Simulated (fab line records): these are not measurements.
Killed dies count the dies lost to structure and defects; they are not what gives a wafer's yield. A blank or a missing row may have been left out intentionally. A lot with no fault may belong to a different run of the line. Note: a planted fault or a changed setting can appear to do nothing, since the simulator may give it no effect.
What tool caused it? | flow gf180mcu | Sampling: 12 lots, 36 wafers, 6 of 602 route steps

WHAT THE GAUGES SHOWED, per wafer
GF_VT_IMPLANT_RS_MEAS_47: measures by four-point-probe. Usual: NWELL_RS typically reads 487.6 ohm/sq, with standard deviation 1.4.
lot  | measured     | on           | NWELL_RS (ohm/sq) | flag
L687 | day 7 14:41  | filmMetro-04 | 488.3 487.7 488.4 | 
L689 | day 8 03:37  | filmMetro-02 | 490.5 491.8 489.7 | 
L690 | day 8 09:41  | filmMetro-02 | 486.8 485.9 488.1 | 
L692 | day 9 01:07  | filmMetro-03 | 486.5 489.1 489.3 | 
L693 | day 9 03:45  | filmMetro-03 | 486.9 486.5 486.2 | 
L698 | day 10 18:52 | filmMetro-04 | 487.7 486.6 488.2 | 
L700 | day 11 03:04 | filmMetro-03 | 486.5 487.2 485.3 | 
L702 | day 11 17:11 | filmMetro-03 | 485.6 485.7 486.6 | 
L703 | day 12 00:17 | filmMetro-02 | 487.7 488.0 487.7 | 
L704 | day 12 07:01 | filmMetro-03 | 486.9 488.3 486.6 | 
L705 | day 12 14:28 | filmMetro-04 | 488.3 489.9 489.6 | 
L708 | day 13 08:31 | filmMetro-03 | 487.7 487.0 486.6 | 

GF_VT_IMPLANT_RS_MEAS_49: measures by four-point-probe. Usual: MVPSD_RS typically reads 1167.6 ohm/sq, with standard deviation 2.5.
lot  | measured     | on           | MVPSD_RS (ohm/sq)    | flag
L687 | day 7 14:56  | filmMetro-04 | 1171.0 1167.8 1167.4 | 
L689 | day 8 03:52  | filmMetro-02 | 1168.0 1167.5 1171.7 | 
L690 | day 8 09:55  | filmMetro-02 | 1165.8 1162.6 1167.3 | 
L692 | day 9 01:22  | filmMetro-03 | 1167.1 1168.2 1170.7 | 
L693 | day 9 03:59  | filmMetro-03 | 1166.2 1166.8 1166.3 | 
L698 | day 10 19:06 | filmMetro-04 | 1168.9 1168.1 1168.6 | 
L700 | day 11 03:19 | filmMetro-03 | 1166.1 1170.2 1169.2 | 
L702 | day 11 17:26 | filmMetro-03 | 1166.8 1167.3 1168.2 | 
L703 | day 12 00:31 | filmMetro-02 | 1164.1 1168.4 1160.5 | 
L704 | day 12 07:16 | filmMetro-03 | 1163.5 1164.0 1165.6 | 
L705 | day 12 14:43 | filmMetro-04 | 1171.2 1171.9 1170.5 | 
L708 | day 13 08:45 | filmMetro-03 | 1165.8 1166.8 1162.8 | 

GF_PSD_TW_MEAS_11. Usual: PSD_TW typically reads 3147, with standard deviation 33.
lot  | measured     | on           | PSD_TW         | flag
L687 | day 14 05:22 | filmMetro-01 | 3092 3104 3097 | 
L689 | day 15 00:10 | filmMetro-02 | 3167 3157 3158 | 
L690 | day 15 04:34 | filmMetro-04 | 3194 3196 3188 | 
L692 | day 16 00:10 | filmMetro-02 | 3172 3194 3171 | 
L693 | day 16 08:01 | filmMetro-01 | 3104 3121 3109 | 
L698 | day 18 09:55 | filmMetro-02 | 3140 3165 3145 | 
L700 | day 18 19:43 | filmMetro-04 | 3176 3166 3187 | 
L702 | day 19 14:49 | filmMetro-01 | 3141 3132 3124 | 
L703 | day 19 18:15 | filmMetro-02 | 3179 3175 3170 | 
L704 | day 20 09:46 | filmMetro-04 | 3176 3175 3170 | 
L705 | day 20 14:34 | filmMetro-01 | 3091 3090 3106 | 
L708 | day 21 12:01 | filmMetro-01 | 3125 3115 3129 | 

GF_PSD_RS_MEAS_14: measures by four-point-probe. Usual: NSD_RS typically reads 46.12 ohm/sq, with standard deviation 0.081.
lot  | measured     | on           | NSD_RS (ohm/sq)                     | flag
L687 | day 14 05:34 | filmMetro-02 | 46.14 46.16 46.05                   | 
L689 | day 15 00:21 | filmMetro-04 | 46.09 46.10 46.08                   | 
L690 | day 15 04:46 | filmMetro-01 | 46.25 46.14 46.03                   | 
L692 | day 16 00:21 | filmMetro-04 | 46.09 46.18 46.22                   | 
L693 | day 16 08:13 | filmMetro-01 | 46.24 46.20 46.18                   | 
L698 | day 18 10:06 | filmMetro-04 | 46.28 46.23 46.23                   | 
L700 | day 18 19:54 | filmMetro-02 | 43.61 43.64 43.69 43.67 43.59 43.51 | OFF
L702 | day 19 15:01 | filmMetro-01 | 43.72 43.65 43.69 43.86 43.78 43.82 | OFF
L703 | day 19 18:27 | filmMetro-02 | 45.89 46.15 46.00                   | 
L704 | day 20 09:57 | filmMetro-01 | 46.05 46.14 45.93                   | 
L705 | day 20 14:46 | filmMetro-01 | 46.18 46.19 46.00                   | 
L708 | day 21 12:14 | filmMetro-04 | 46.18 46.10 46.10                   | 

WHICH TOOL RAN EACH LOT (tool, then ch and the chambers of the sampled wafers, then the start)
lot  | GF_NSD_IMPLANT_09               | GF_NSD_STRIP_11
L687 | implanter-01 ch 0, day 13 08:07 | plasmaAsher-03 ch 0,1, day 13 08:24
L689 | implanter-04 ch 0, day 14 02:22 | plasmaAsher-01 ch 0,1, day 14 02:40
L690 | implanter-04 ch 0, day 14 06:07 | plasmaAsher-03 ch 0,1, day 14 06:25
L692 | implanter-01 ch 0, day 15 01:33 | plasmaAsher-04 ch 0,1, day 15 01:51
L693 | implanter-01 ch 0, day 15 08:38 | plasmaAsher-01 ch 0,1, day 15 08:55
L698 | implanter-01 ch 0, day 17 09:53 | plasmaAsher-03 ch 0,1, day 17 10:11
L700 | implanter-01 ch 0, day 17 19:01 | plasmaAsher-01 ch 1, day 17 19:19
L702 | implanter-01 ch 0, day 18 13:47 | plasmaAsher-04 ch 0,1, day 18 14:04
L703 | implanter-03 ch 0, day 18 17:40 | plasmaAsher-04 ch 0,1, day 18 17:58
L704 | implanter-03 ch 0, day 19 09:03 | plasmaAsher-03 ch 0,1, day 19 09:21
L705 | implanter-04 ch 0, day 19 14:15 | plasmaAsher-01 ch 0,1, day 19 14:33
L708 | implanter-04 ch 0, day 20 11:13 | plasmaAsher-01 ch 0,1, day 20 11:29
- GF_NSD_IMPLANT_09
- GF_NSD_STRIP_11: strips in O2/N2.

AS READ BY THE TOOLS THEMSELVES (means over the sampled wafers that have a number; for cases with no such wafer, the mark the record gives instead)
GF_NSD_IMPLANT_09. Usual: beamEnergyKeV 59.993, standard deviation 0.019; beamOnS 18.0 s, standard deviation 1.1; endStationPressureTorr 1.34e-05 Torr, standard deviation 9.3e-07.
lot  | tool         | beamEnergyKeV | beamOnS (s) | endStationPressureTorr (Torr) | flag
L687 | implanter-01 | 59.996        | 16.6        | 1.39e-05                      | 
L689 | implanter-04 | 60.001        | 19.3        | 1.23e-05                      | 
L690 | implanter-04 | 59.998        | 19.1        | 1.23e-05                      | 
L692 | implanter-01 | 59.994        | 16.6        | 1.47e-05                      | 
L693 | implanter-01 | 59.999        | 16.2        | 1.39e-05                      | 
L698 | implanter-01 | 59.989        | 16.7        | 1.43e-05                      | 
L700 | implanter-01 | 68.684        | 16.6        | 1.42e-05                      | OFF
L702 | implanter-01 | 68.704        | 16.4        | 1.44e-05                      | OFF
L703 | implanter-03 | 60.009        | 18.6        | 1.29e-05                      | 
L704 | implanter-03 | 59.992        | 18.3        | 1.28e-05                      | 
L705 | implanter-04 | 59.984        | 19.3        | 1.25e-05                      | 
L708 | implanter-04 | 59.999        | 19.1        | 1.25e-05                      | 

GF_NSD_STRIP_11. Usual: drypumpMotorCurrentA 5.9 A, standard deviation 0.3; heaterPowerW 313 W, standard deviation 25; oesProductAu 0.486 a.u., standard deviation 0.0041; stripTimeToEndpointS 22.95 s, standard deviation 0.042.
lot  | tool           | drypumpMotorCurrentA (A) | heaterPowerW (W) | oesProductAu (a.u.) | stripTimeToEndpointS (s) | flag
L687 | plasmaAsher-03 | 5.9                      | 316              | 0.484               | 22.95                    | 
L689 | plasmaAsher-01 | 5.9                      | 318              | 0.488               | 22.99                    | 
L690 | plasmaAsher-03 | 5.9                      | 320              | 0.485               | 22.94                    | 
L692 | plasmaAsher-04 | 5.4                      | 312              | 0.486               | 22.94                    | 
L693 | plasmaAsher-01 | 5.9                      | 317              | 0.484               | 22.94                    | 
L698 | plasmaAsher-03 | 5.9                      | 318              | 0.486               | 22.89                    | 
L700 | plasmaAsher-01 | 5.8                      | 345              | 0.475               | 24.18                    | OFF
L702 | plasmaAsher-04 | 5.8                      | 326              | 0.475               | 24.13                    | OFF
L703 | plasmaAsher-04 | 5.4                      | 316              | 0.487               | 22.98                    | 
L704 | plasmaAsher-03 | 5.9                      | 311              | 0.487               | 22.96                    | 
L705 | plasmaAsher-01 | 5.9                      | 325              | 0.485               | 22.94                    | 
L708 | plasmaAsher-01 | 5.9                      | 300              | 0.489               | 23.02                    | 

THE ANSWER, worked out from the rows above alone
Rule: a lot counts as off when the mean over its wafers that have a number is more than 3 standard deviations away from the usual mean. A lot without any number at a reading at which 4 lots or more have one is off too. All remaining lots with rows at the step are treated as sound. Order of review: gauges by route order, followed by the tools' own readings, for which a lot's mean as printed above is used. The first step at which some lot is off is used, and at that step the reading that is off furthest; a lot without a number counts as furthest.
Off: L700, L702, at GF_PSD_RS_MEAS_14 (NSD_RS).
If a tool, at a process step before that reading, ran all the lots that are off and no sound lot after the first of them, it fits. Not tried: the gauges at GF_PSD_RS_MEAS_14; whatever is off there is also off at GF_NSD_IMPLANT_09, on other tools, and gauge error can't account for it. One fits: implanter-01 at GF_NSD_IMPLANT_09. A fault onset in the window from L698 (day 17 09:53, its last sound lot) to L700 (day 17 19:01, its first lot off) fits.
The tool's own readings at GF_NSD_IMPLANT_09 bear it out: on the lots that are off they differ by more than 5 times the standard deviation of the sound lots' means. beamEnergyKeV reads 68.694 there against 59.996 on the sound lots.

WHAT WAS PUT IN BY THE SIMULATOR
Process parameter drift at GF_NSD_IMPLANT_09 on implanter-01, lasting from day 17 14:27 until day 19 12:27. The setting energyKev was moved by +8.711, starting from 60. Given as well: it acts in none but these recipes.
Shown lots that were struck: L700, L702. The rule given above showed the same thing.
